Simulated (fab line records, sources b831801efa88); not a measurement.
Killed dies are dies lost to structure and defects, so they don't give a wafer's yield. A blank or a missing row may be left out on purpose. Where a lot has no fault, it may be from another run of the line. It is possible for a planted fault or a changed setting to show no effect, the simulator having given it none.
fab line records / flow gf180mcu
record lots=5 wafers=15 lastDay=33
route steps=602 shown V5@549
lots with no fault: from the same line, run without faults
startH: hours from the record's opening day to when the first of the lot's shown wafers began / waitH: time in hours since the lot's previous step / " same as the row above / L1.1+2: a single row standing in for several wafers / - either no value or no given start / * or withheld: withheld / < > ~ a bound
route shown NAME@n: NAME is a module with steps in the file, n the number in the route of the first one / usual: average and standard deviation across the fault-free wafers / same: alike in all rows / chamber/n: place in a boat / sites: readings site by site / _std_site: the values' standard deviation / _edge_site: inner sites' mean taken away from outer sites' mean / radiusMm: for every site, how far away it sits from the centre of the wafer / mask NAME#n: copy n / behind: the last tool/chamber to shape the wafer / hold: why the lot went on hold/how many hours it stayed there/how the hold came to an end / device: which transistor (n, p or np) failed to switch / end of line: tests run on the same wafers once the route is complete / a step without rows: its recipe alone / killed: at the first sort, the dies lost to defects and structure; wafer yield is something else / map: dies across one wafer; x = killed, . = not, _ = none there
set.NAME: the setting that was run; set.NAME@STEP: the one run at that earlier step / model.NAME: the simulator's own value behind a step, which no gauge read
lots seen at some steps along the route; tables by step, rows by wafer
services: the hour from which a tool's chamber was out of use, counted from the record's first day as startH (under 0 if before that day), plus the number of hours and why
## steps
# step GF_V5_COAT_09
# recipe resist=KrF spinRpm=withheld resistThkNm=1000
# step GF_V5_SOFTBAKE_10
# recipe tempC=130 timeS=60 resist=KrF
# step GF_V5_EXPOSE_11
# recipe maskId=Via5 targetCdNm=260 na=0.68 sourceShape=conventional sigmaOuter=0.6 doseMj=38
# step GF_V5_PEB_12
# recipe pebTempC=135 pebTimeS=90 resist=KrF
# step GF_V5_DEVELOP_13
# recipe developTimeS=60 resist=KrF devTempC=21
# step GF_V5_CD_MEAS_14
# recipe targetCdNm=260
# usual cdNm=259.7/1.4
lot.wafer=L345.1 tool=cdSem-02 chamber=- startH=623.48 waitH=0.1 cdNm=259.7
lot.wafer=L345.3 tool=cdSem-02 chamber=- startH=623.48 waitH=0.1 cdNm=260.4
lot.wafer=L345.4 tool=cdSem-02 chamber=- startH=623.48 waitH=0.1 cdNm=262.0
lot.wafer=L347.2 tool=cdSem-01 chamber=- startH=644.40 waitH=0.1 cdNm=260.0
lot.wafer=L347.4 tool=cdSem-01 chamber=- startH=644.40 waitH=0.1 cdNm=261.1
lot.wafer=L347.5 tool=cdSem-01 chamber=- startH=644.40 waitH=0.1 cdNm=261.0
lot.wafer=L351.2 tool=cdSem-01 chamber=- startH=674.03 waitH=0.1 cdNm=259.9
lot.wafer=L351.4 tool=cdSem-01 chamber=- startH=674.03 waitH=0.1 cdNm=260.5
lot.wafer=L351.5 tool=cdSem-01 chamber=- startH=674.03 waitH=0.1 cdNm=258.2
lot.wafer=L362.1 tool=cdSem-02 chamber=- startH=751.86 waitH=0.1 cdNm=259.0
lot.wafer=L362.2 tool=cdSem-02 chamber=- startH=751.86 waitH=0.1 cdNm=260.1
lot.wafer=L362.3 tool=cdSem-02 chamber=- startH=751.86 waitH=0.1 cdNm=260.8
lot.wafer=L363.4 tool=cdSem-01 chamber=- startH=752.73 waitH=0.1 cdNm=259.7
lot.wafer=L363.5 tool=cdSem-01 chamber=- startH=752.73 waitH=0.1 cdNm=259.6
lot.wafer=L363.6 tool=cdSem-01 chamber=- startH=752.73 waitH=0.1 cdNm=260.8
# step GF_V5_OVL_MEAS_15
# usual V5_OVL=0/5.6
lot.wafer=L345.1 tool=overlay-01 chamber=- startH=623.60 waitH=0.1 V5_OVL[nm]=1
lot.wafer=L345.3 tool=overlay-01 chamber=- startH=623.60 waitH=0.1 V5_OVL[nm]=-3
lot.wafer=L345.4 tool=overlay-01 chamber=- startH=623.60 waitH=0.1 V5_OVL[nm]=-2
lot.wafer=L347.2 tool=overlay-01 chamber=- startH=644.50 waitH=0.1 V5_OVL[nm]=-4
lot.wafer=L347.4 tool=overlay-01 chamber=- startH=644.50 waitH=0.1 V5_OVL[nm]=3
lot.wafer=L347.5 tool=overlay-01 chamber=- startH=644.50 waitH=0.1 V5_OVL[nm]=-3
lot.wafer=L351.2 tool=overlay-01 chamber=- startH=674.14 waitH=0.1 V5_OVL[nm]=-8
lot.wafer=L351.4 tool=overlay-01 chamber=- startH=674.14 waitH=0.1 V5_OVL[nm]=-4
lot.wafer=L351.5 tool=overlay-01 chamber=- startH=674.14 waitH=0.1 V5_OVL[nm]=-4
lot.wafer=L362.1 tool=overlay-02 chamber=- startH=751.98 waitH=0.1 V5_OVL[nm]=1
lot.wafer=L362.2 tool=overlay-02 chamber=- startH=751.98 waitH=0.1 V5_OVL[nm]=-3
lot.wafer=L362.3 tool=overlay-02 chamber=- startH=751.98 waitH=0.1 V5_OVL[nm]=0
lot.wafer=L363.4 tool=overlay-01 chamber=- startH=752.81 waitH=0.1 V5_OVL[nm]=14
lot.wafer=L363.5 tool=overlay-01 chamber=- startH=752.81 waitH=0.1 V5_OVL[nm]=0
lot.wafer=L363.6 tool=overlay-01 chamber=- startH=752.81 waitH=0.1 V5_OVL[nm]=10
# step GF_V5_ETCH_16
# recipe chemistry=N2/H2 targetDepthA=withheld overetchA=withheld timeS=withheld target=BARC ionEnergyEv=200 sourceW=500 biasW=100 pressureMtorr=30 n2FlowSccm=100 h2FlowSccm=200
# usual biasW=100.00/0.3 drypumpMotorCurrentA=5.8/0.3 h2FlowSccm=200.2/0.65 oesProductAu=0.854/0.0051 rfFwdPowerW=495.4/2.1 throttleValvePct=13.224/0.009
lot.wafer=L345.1 tool=rieDiel-03 chamber=1 startH=623.63 waitH=0.0 biasW=99.96 drypumpMotorCurrentA=5.8 h2FlowSccm=199.4 oesProductAu=0.850 rfFwdPowerW=493.8 throttleValvePct=13.227
lot.wafer=L345.3 tool=rieDiel-03 chamber=2 startH=623.63 waitH=0.0 biasW=99.99 drypumpMotorCurrentA=6.3 h2FlowSccm=199.7 oesProductAu=0.852 rfFwdPowerW=490.2 throttleValvePct=13.243
lot.wafer=L345.4 tool=rieDiel-03 chamber=3 startH=623.63 waitH=0.0 biasW=100.26 drypumpMotorCurrentA=5.6 h2FlowSccm=199.5 oesProductAu=0.856 rfFwdPowerW=497.1 throttleValvePct=13.214
lot.wafer=L347.2 tool=rieDiel-01 chamber=2 startH=644.53 waitH=0.0 biasW=99.88 drypumpMotorCurrentA=5.3 h2FlowSccm=200.0 oesProductAu=0.851 rfFwdPowerW=494.8 throttleValvePct=13.221
lot.wafer=L347.4 tool=rieDiel-01 chamber=0 startH=644.53 waitH=0.0 biasW=99.61 drypumpMotorCurrentA=5.5 h2FlowSccm=200.9 oesProductAu=0.852 rfFwdPowerW=497.7 throttleValvePct=13.219
lot.wafer=L347.5 tool=rieDiel-01 chamber=0 startH=644.53 waitH=0.0 biasW=99.65 drypumpMotorCurrentA=5.5 h2FlowSccm=199.7 oesProductAu=0.855 rfFwdPowerW=498.3 throttleValvePct=13.224
lot.wafer=L351.2 tool=rieDiel-02 chamber=3 startH=674.17 waitH=0.0 biasW=100.11 drypumpMotorCurrentA=5.6 h2FlowSccm=201.0 oesProductAu=0.853 rfFwdPowerW=498.2 throttleValvePct=13.213
lot.wafer=L351.4 tool=rieDiel-02 chamber=1 startH=674.17 waitH=0.0 biasW=100.07 drypumpMotorCurrentA=6.0 h2FlowSccm=200.1 oesProductAu=0.847 rfFwdPowerW=495.8 throttleValvePct=13.229
lot.wafer=L351.5 tool=rieDiel-02 chamber=3 startH=674.17 waitH=0.0 biasW=99.66 drypumpMotorCurrentA=5.6 h2FlowSccm=200.8 oesProductAu=0.863 rfFwdPowerW=497.7 throttleValvePct=13.226
lot.wafer=L362.1 tool=rieDiel-01 chamber=2 startH=752.01 waitH=0.0 biasW=99.63 drypumpMotorCurrentA=5.3 h2FlowSccm=200.9 oesProductAu=0.851 rfFwdPowerW=491.9 throttleValvePct=13.221
lot.wafer=L362.2 tool=rieDiel-01 chamber=1 startH=752.01 waitH=0.0 biasW=99.90 drypumpMotorCurrentA=6.1 h2FlowSccm=200.8 oesProductAu=0.853 rfFwdPowerW=494.5 throttleValvePct=13.200
lot.wafer=L362.3 tool=rieDiel-01 chamber=3 startH=752.01 waitH=0.0 biasW=100.10 drypumpMotorCurrentA=6.2 h2FlowSccm=200.9 oesProductAu=0.861 rfFwdPowerW=494.8 throttleValvePct=13.227
lot.wafer=L363.4 tool=rieDiel-02 chamber=0 startH=752.83 waitH=0.0 biasW=100.22 drypumpMotorCurrentA=6.0 h2FlowSccm=198.8 oesProductAu=0.854 rfFwdPowerW=494.5 throttleValvePct=13.210
lot.wafer=L363.5 tool=rieDiel-02 chamber=0 startH=752.83 waitH=0.0 biasW=99.77 drypumpMotorCurrentA=6.1 h2FlowSccm=199.3 oesProductAu=0.860 rfFwdPowerW=493.3 throttleValvePct=13.232
lot.wafer=L363.6 tool=rieDiel-02 chamber=1 startH=752.83 waitH=0.0 biasW=100.25 drypumpMotorCurrentA=6.0 h2FlowSccm=199.4 oesProductAu=0.847 rfFwdPowerW=495.9 throttleValvePct=13.218
# step GF_V5_ETCH_17
# recipe chemistry=C4F8/O2/Ar maskMaterial=KrF target=SiO2 stopOn=TiN sourceW=1500 biasW=1200 pressureMtorr=40 c4f8FlowSccm=withheld O2_flow_sccm=6 Ar_flow_sccm=300 timeS=withheld targetDepthA=8550
# usual biasW=1200/3.6 oesProductAu=0.860/0.0043 rfFwdPowerW=1495/5.1
lot.wafer=L345.1 tool=rieDiel-03 chamber=1 startH=- waitH=- biasW=1198 oesProductAu=0.865 rfFwdPowerW=1489
lot.wafer=L345.3 tool=rieDiel-03 chamber=2 startH=- waitH=- biasW=1195 oesProductAu=0.863 rfFwdPowerW=1487
lot.wafer=L345.4 tool=rieDiel-03 chamber=3 startH=- waitH=- biasW=1199 oesProductAu=0.860 rfFwdPowerW=1501
lot.wafer=L347.2 tool=rieDiel-01 chamber=2 startH=- waitH=- biasW=1193 oesProductAu=0.862 rfFwdPowerW=1495
lot.wafer=L347.4 tool=rieDiel-01 chamber=0 startH=- waitH=- biasW=1194 oesProductAu=0.858 rfFwdPowerW=1493
lot.wafer=L347.5 tool=rieDiel-01 chamber=0 startH=- waitH=- biasW=1203 oesProductAu=0.861 rfFwdPowerW=1499
lot.wafer=L351.2 tool=rieDiel-02 chamber=3 startH=- waitH=- biasW=1203 oesProductAu=0.860 rfFwdPowerW=1494
lot.wafer=L351.4 tool=rieDiel-02 chamber=1 startH=- waitH=- biasW=1195 oesProductAu=0.856 rfFwdPowerW=1489
lot.wafer=L351.5 tool=rieDiel-02 chamber=3 startH=- waitH=- biasW=1206 oesProductAu=0.860 rfFwdPowerW=1498
lot.wafer=L362.1 tool=rieDiel-01 chamber=2 startH=- waitH=- biasW=1203 oesProductAu=0.853 rfFwdPowerW=1496
lot.wafer=L362.2 tool=rieDiel-01 chamber=1 startH=- waitH=- biasW=1199 oesProductAu=0.860 rfFwdPowerW=1493
lot.wafer=L362.3 tool=rieDiel-01 chamber=3 startH=- waitH=- biasW=1199 oesProductAu=0.858 rfFwdPowerW=1488
lot.wafer=L363.4 tool=rieDiel-02 chamber=0 startH=- waitH=- biasW=1200 oesProductAu=0.861 rfFwdPowerW=1489
lot.wafer=L363.5 tool=rieDiel-02 chamber=0 startH=- waitH=- biasW=1206 oesProductAu=0.863 rfFwdPowerW=1496
lot.wafer=L363.6 tool=rieDiel-02 chamber=1 startH=- waitH=- biasW=1198 oesProductAu=0.862 rfFwdPowerW=1493
# step GF_V5_STRIP_18
# recipe chemistry=O2/N2 powerW=1400 pressureMtorr=1500 platenTempC=250 o2FlowSccm=3000 n2FlowSccm=300 overashFraction=0.5
# usual drypumpMotorCurrentA=5.8/0.58 heaterPowerW=325/61 oesProductAu=0.568/0.0052
lot.wafer=L345.1 tool=plasmaAsher-04 chamber=1 startH=623.78 waitH=- drypumpMotorCurrentA=5.4 heaterPowerW=287 oesProductAu=0.565 rfHoursCounterH=78
lot.wafer=L345.3 tool=plasmaAsher-04 chamber=1 startH=623.78 waitH=- drypumpMotorCurrentA=5.4 heaterPowerW=294 oesProductAu=0.573 rfHoursCounterH=-
lot.wafer=L345.4 tool=plasmaAsher-04 chamber=0 startH=623.78 waitH=- drypumpMotorCurrentA=6.5 heaterPowerW=297 oesProductAu=0.565 rfHoursCounterH=-
lot.wafer=L347.2 tool=plasmaAsher-01 chamber=1 startH=644.68 waitH=- drypumpMotorCurrentA=4.9 heaterPowerW=283 oesProductAu=0.576 rfHoursCounterH=22
lot.wafer=L347.4 tool=plasmaAsher-01 chamber=1 startH=644.68 waitH=- drypumpMotorCurrentA=4.9 heaterPowerW=291 oesProductAu=0.563 rfHoursCounterH=-
lot.wafer=L347.5 tool=plasmaAsher-01 chamber=1 startH=644.68 waitH=- drypumpMotorCurrentA=4.9 heaterPowerW=287 oesProductAu=0.575 rfHoursCounterH=-
lot.wafer=L351.2 tool=plasmaAsher-03 chamber=0 startH=674.32 waitH=- drypumpMotorCurrentA=6.0 heaterPowerW=445 oesProductAu=0.567 rfHoursCounterH=110
lot.wafer=L351.4 tool=plasmaAsher-03 chamber=1 startH=674.32 waitH=- drypumpMotorCurrentA=6.5 heaterPowerW=329 oesProductAu=0.562 rfHoursCounterH=-
lot.wafer=L351.5 tool=plasmaAsher-03 chamber=0 startH=674.32 waitH=- drypumpMotorCurrentA=6.0 heaterPowerW=449 oesProductAu=0.566 rfHoursCounterH=-
lot.wafer=L362.1 tool=plasmaAsher-03 chamber=0 startH=752.17 waitH=- drypumpMotorCurrentA=6.0 heaterPowerW=440 oesProductAu=0.565 rfHoursCounterH=1
lot.wafer=L362.2 tool=plasmaAsher-03 chamber=1 startH=752.17 waitH=- drypumpMotorCurrentA=6.5 heaterPowerW=333 oesProductAu=0.571 rfHoursCounterH=1
lot.wafer=L362.3 tool=plasmaAsher-03 chamber=0 startH=752.17 waitH=- drypumpMotorCurrentA=6.0 heaterPowerW=434 oesProductAu=0.571 rfHoursCounterH=-
lot.wafer=L363.4 tool=plasmaAsher-03 chamber=1 startH=753.02 waitH=- drypumpMotorCurrentA=6.5 heaterPowerW=334 oesProductAu=0.562 rfHoursCounterH=-
lot.wafer=L363.5 tool=plasmaAsher-03 chamber=1 startH=753.02 waitH=- drypumpMotorCurrentA=6.5 heaterPowerW=338 oesProductAu=0.566 rfHoursCounterH=-
lot.wafer=L363.6 tool=plasmaAsher-03 chamber=0 startH=753.02 waitH=- drypumpMotorCurrentA=5.9 heaterPowerW=442 oesProductAu=0.559 rfHoursCounterH=-
# step GF_V5_STRIP_19
# recipe chemistry=postEtchResidueRemover timeS=1200 tempC=72.5
# step GF_V5_CLEAN_20
# recipe chemistry=DIW dry=n2Spin
# step GF_V5_SPUTTER_21
# recipe material=Ti targetThkNm=15 chamberPressurePa=5 powerW=2500 substrateTempC=200 timeS=80.02
# usual cathodeDcPowerW=2500.0/0.46 chamberPressurePa=5.002/0.011 throttleValvePct=29.8/0.97
lot.wafer=L345.1 tool=pvdSputter-04 chamber=- startH=624.35 waitH=0.0 cathodeDcPowerW=2500.2 chamberPressurePa=5.008 throttleValvePct=31.3 model.Ti_of_V5_SPUTTER_21.thkNm=14.86
lot.wafer=L345.3 tool=pvdSputter-04 chamber=- startH=624.35 waitH=0.0 cathodeDcPowerW=2499.3 chamberPressurePa=5.004 throttleValvePct=29.0 model.Ti_of_V5_SPUTTER_21.thkNm=15
lot.wafer=L345.4 tool=pvdSputter-04 chamber=- startH=624.35 waitH=0.0 cathodeDcPowerW=2500.3 chamberPressurePa=4.997 throttleValvePct=29.6 model.Ti_of_V5_SPUTTER_21.thkNm=14.92
lot.wafer=L347.2 tool=pvdSputter-02 chamber=- startH=645.23 waitH=0.0 cathodeDcPowerW=2500.4 chamberPressurePa=4.991 throttleValvePct=28.6 model.Ti_of_V5_SPUTTER_21.thkNm=15.01
lot.wafer=L347.4 tool=pvdSputter-02 chamber=- startH=645.23 waitH=0.0 cathodeDcPowerW=2500.0 chamberPressurePa=5.006 throttleValvePct=31.4 model.Ti_of_V5_SPUTTER_21.thkNm=15.24
lot.wafer=L347.5 tool=pvdSputter-02 chamber=- startH=645.23 waitH=0.0 cathodeDcPowerW=2500.2 chamberPressurePa=5.004 throttleValvePct=28.5 model.Ti_of_V5_SPUTTER_21.thkNm=15.18
lot.wafer=L351.2 tool=pvdSputter-04 chamber=- startH=674.86 waitH=0.0 cathodeDcPowerW=2499.8 chamberPressurePa=5.000 throttleValvePct=29.2 model.Ti_of_V5_SPUTTER_21.thkNm=15.12
lot.wafer=L351.4 tool=pvdSputter-04 chamber=- startH=674.86 waitH=0.0 cathodeDcPowerW=2499.8 chamberPressurePa=4.982 throttleValvePct=31.4 model.Ti_of_V5_SPUTTER_21.thkNm=13.99
lot.wafer=L351.5 tool=pvdSputter-04 chamber=- startH=674.86 waitH=0.0 cathodeDcPowerW=2500.2 chamberPressurePa=5.013 throttleValvePct=29.7 model.Ti_of_V5_SPUTTER_21.thkNm=15.12
lot.wafer=L362.1 tool=pvdSputter-03 chamber=- startH=752.70 waitH=0.0 cathodeDcPowerW=2499.5 chamberPressurePa=5.005 throttleValvePct=29.0 model.Ti_of_V5_SPUTTER_21.thkNm=15.06
lot.wafer=L362.2 tool=pvdSputter-03 chamber=- startH=752.70 waitH=0.0 cathodeDcPowerW=2499.6 chamberPressurePa=4.995 throttleValvePct=31.0 model.Ti_of_V5_SPUTTER_21.thkNm=14.88
lot.wafer=L362.3 tool=pvdSputter-03 chamber=- startH=752.70 waitH=0.0 cathodeDcPowerW=2499.8 chamberPressurePa=5.005 throttleValvePct=29.2 model.Ti_of_V5_SPUTTER_21.thkNm=15.02
lot.wafer=L363.4 tool=pvdSputter-02 chamber=- startH=753.52 waitH=0.0 cathodeDcPowerW=2499.7 chamberPressurePa=5.001 throttleValvePct=31.3 model.Ti_of_V5_SPUTTER_21.thkNm=14.83
lot.wafer=L363.5 tool=pvdSputter-02 chamber=- startH=753.52 waitH=0.0 cathodeDcPowerW=2500.4 chamberPressurePa=4.991 throttleValvePct=31.1 model.Ti_of_V5_SPUTTER_21.thkNm=14.89
lot.wafer=L363.6 tool=pvdSputter-02 chamber=- startH=753.52 waitH=0.0 cathodeDcPowerW=2500.1 chamberPressurePa=5.011 throttleValvePct=28.8 model.Ti_of_V5_SPUTTER_21.thkNm=14.62
# step GF_V5_SPUTTER_22
# recipe material=TiN targetThkNm=10 chamberPressurePa=5 powerW=4000 timeS=40
# usual cathodeDcPowerW=3999.9/0.68 chamberPressurePa=5.001/0.0098 throttleValvePct=29.8/0.98
lot.wafer=L345.1 tool=pvdSputter-04 chamber=- startH=624.41 waitH=0.0 cathodeDcPowerW=4000.7 chamberPressurePa=4.980 throttleValvePct=31.5
lot.wafer=L345.3 tool=pvdSputter-04 chamber=- startH=624.41 waitH=0.0 cathodeDcPowerW=3999.3 chamberPressurePa=4.993 throttleValvePct=28.9
lot.wafer=L345.4 tool=pvdSputter-04 chamber=- startH=624.41 waitH=0.0 cathodeDcPowerW=3999.8 chamberPressurePa=5.009 throttleValvePct=29.8
lot.wafer=L347.2 tool=pvdSputter-02 chamber=- startH=645.29 waitH=0.0 cathodeDcPowerW=4000.8 chamberPressurePa=5.015 throttleValvePct=28.6
lot.wafer=L347.4 tool=pvdSputter-02 chamber=- startH=645.29 waitH=0.0 cathodeDcPowerW=4000.1 chamberPressurePa=4.991 throttleValvePct=31.3
lot.wafer=L347.5 tool=pvdSputter-02 chamber=- startH=645.29 waitH=0.0 cathodeDcPowerW=4000.2 chamberPressurePa=5.001 throttleValvePct=28.6
lot.wafer=L351.2 tool=pvdSputter-04 chamber=- startH=674.92 waitH=0.0 cathodeDcPowerW=3999.3 chamberPressurePa=5.025 throttleValvePct=29.1
lot.wafer=L351.4 tool=pvdSputter-04 chamber=- startH=674.92 waitH=0.0 cathodeDcPowerW=3998.8 chamberPressurePa=4.998 throttleValvePct=31.0
lot.wafer=L351.5 tool=pvdSputter-04 chamber=- startH=674.92 waitH=0.0 cathodeDcPowerW=4000.9 chamberPressurePa=5.012 throttleValvePct=29.6
lot.wafer=L362.1 tool=pvdSputter-03 chamber=- startH=752.76 waitH=0.0 cathodeDcPowerW=3999.6 chamberPressurePa=4.986 throttleValvePct=29.0
lot.wafer=L362.2 tool=pvdSputter-03 chamber=- startH=752.76 waitH=0.0 cathodeDcPowerW=4000.5 chamberPressurePa=4.995 throttleValvePct=31.5
lot.wafer=L362.3 tool=pvdSputter-03 chamber=- startH=752.76 waitH=0.0 cathodeDcPowerW=3999.8 chamberPressurePa=4.997 throttleValvePct=29.5
lot.wafer=L363.4 tool=pvdSputter-02 chamber=- startH=753.58 waitH=0.0 cathodeDcPowerW=3999.8 chamberPressurePa=5.013 throttleValvePct=31.3
lot.wafer=L363.5 tool=pvdSputter-02 chamber=- startH=753.58 waitH=0.0 cathodeDcPowerW=4000.4 chamberPressurePa=5.007 throttleValvePct=31.2
lot.wafer=L363.6 tool=pvdSputter-02 chamber=- startH=753.58 waitH=0.0 cathodeDcPowerW=3998.7 chamberPressurePa=5.001 throttleValvePct=28.6
## services
tool=rieDiel-01 chamber=1 startH=610.16 hours=13.2 kind=repair
tool=plasmaAsher-03 chamber=- startH=619.60 hours=0.3 kind=repair
tool=rieDiel-02 chamber=3 startH=620.33 hours=8.1 kind=repair
tool=plasmaAsher-01 chamber=- startH=650.32 hours=5.0 kind=repair
tool=plasmaAsher-01 chamber=- startH=651.49 hours=1.4 kind=repair
tool=pvdSputter-04 chamber=- startH=652.13 hours=1.0 kind=repair
tool=rieDiel-02 chamber=2 startH=652.52 hours=7.8 kind=repair
tool=rieDiel-02 chamber=- startH=659.01 hours=0.4 kind=repair
tool=plasmaAsher-04 chamber=- startH=674.04 hours=7.8 kind=repair
tool=rieDiel-03 chamber=- startH=677.10 hours=0.2 kind=repair
tool=plasmaAsher-04 chamber=- startH=685.46 hours=3.2 kind=repair
tool=rieDiel-02 chamber=1 startH=697.53 hours=- kind=clean
tool=rieDiel-02 chamber=1 startH=697.53 hours=27.0 kind=scheduledDown
tool=rieDiel-02 chamber=1 startH=697.53 hours=27.0 kind=ventCycle
tool=rieDiel-01 chamber=2 startH=698.95 hours=2.8 kind=repair
tool=rieDiel-01 chamber=0 startH=705.33 hours=9.0 kind=repair
tool=pvdSputter-04 chamber=3 startH=714.43 hours=- kind=consumableReplace:kit
tool=pvdSputter-04 chamber=3 startH=714.43 hours=18.0 kind=scheduledDown
tool=pvdSputter-04 chamber=3 startH=714.43 hours=18.0 kind=ventCycle
tool=rieDiel-03 chamber=3 startH=715.05 hours=10.3 kind=repair
tool=plasmaAsher-03 chamber=- startH=733.75 hours=9.0 kind=pm
tool=plasmaAsher-03 chamber=- startH=734.16 hours=0.7 kind=repair
tool=rieDiel-02 chamber=3 startH=740.87 hours=7.8 kind=repair
tool=plasmaAsher-01 chamber=- startH=748.82 hours=4.3 kind=pm
## key
firstSign none at tools or gauges
modelEffect step=GF_V5_SPUTTER_21 value=Ti_of_V5_SPUTTER_21.thkNm without=14.96 struck=13.99
metAt GF_V5_SPUTTER_21
struckWafers L351.4
onsetBetween 624.35 674.86
fault kind=processParameterDrift tool=pvdSputter-04 chamber=- onsetH=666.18 steps=GF_V5_SPUTTER_21 channel=timeS offset=* shape=step endH=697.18 scope=struckWafersOnly actsIn=* stated=*
